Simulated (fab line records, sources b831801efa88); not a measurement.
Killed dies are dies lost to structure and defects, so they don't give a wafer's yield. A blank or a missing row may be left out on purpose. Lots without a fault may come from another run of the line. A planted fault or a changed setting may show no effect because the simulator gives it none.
Chamber matching | flow gf180mcu | GF_V4_CMP_04 on cmp-01: 4 sister chambers
The step polishes SiO2. 8 wafers are shown with their chamber, then 12 later ones without.

WAFERS WITH THEIR CHAMBER
wafer  | chamber | motor_current_A (A) | edge_zone_pressure_frac
L085.2 | 2       | 12.9                | 1.003
L086.3 | 1       | 12.3                | 0.995
L088.4 | 2       | 13.4                | 1.005
L089.1 | 0       | 10.5                | 0.997
L089.3 | 1       | 12.1                | 0.992
L090.1 | 0       | 10.9                | 0.998
L090.3 | 3       | 11.6                | 1.003
L090.6 | 3       | 11.4                | 1.000

WAFERS WITHOUT THEIR CHAMBER
wafer  | motor_current_A (A) | edge_zone_pressure_frac
L091.3 | 12.5                | 0.994
L091.4 | 10.7                | 1.012
L091.5 | 11.1                | 1.010
L092.3 | 11.0                | 1.000
L092.4 | 12.3                | 0.997
L092.6 | 11.7                | 0.998
L096.3 | 11.6                | 1.001
L096.4 | 10.9                | 1.003
L096.6 | 10.5                | 0.997
L097.1 | 12.6                | 1.002
L097.2 | 11.0                | 1.000
L097.4 | 12.9                | 0.997

WHICH CHAMBER EACH WENT THROUGH
wafer  | from the rows above          | in truth
L091.3 | 1                            | 1
L091.4 | can't be placed: 3 or 0      | 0
L091.5 | 3                            | 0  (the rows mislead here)
L092.3 | can't be placed: 0 or 3      | 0
L092.4 | 1                            | 1
L092.6 | can't be placed: 3 or 1 or 0 | 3
L096.3 | 3                            | 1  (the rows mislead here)
L096.4 | can't be placed: 3 or 0      | 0
L096.6 | 0                            | 0
L097.1 | can't be placed: 2 or 3      | 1
L097.2 | can't be placed: 0 or 3      | 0
L097.4 | can't be placed: 1 or 2      | 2
Placed correctly: 3 of 12. Can't be placed from these rows: 7 (the true chamber is among the candidates in 6). Placed wrongly: 2.
How it was worked out, from the rows above alone: a wafer's distance from a chamber is the root of the sum, over the readings, of the square of ((its reading less the chamber's mean) divided by the reading's scatter). The wafer belongs to the nearest chamber; if the next one is less than 2 further off, it can't be placed. A chamber's mean is the mean of its shown wafers. The scatter: the root of (the sum of the squares of (reading less its chamber's mean) over the shown wafers, divided by (wafers less chambers)).
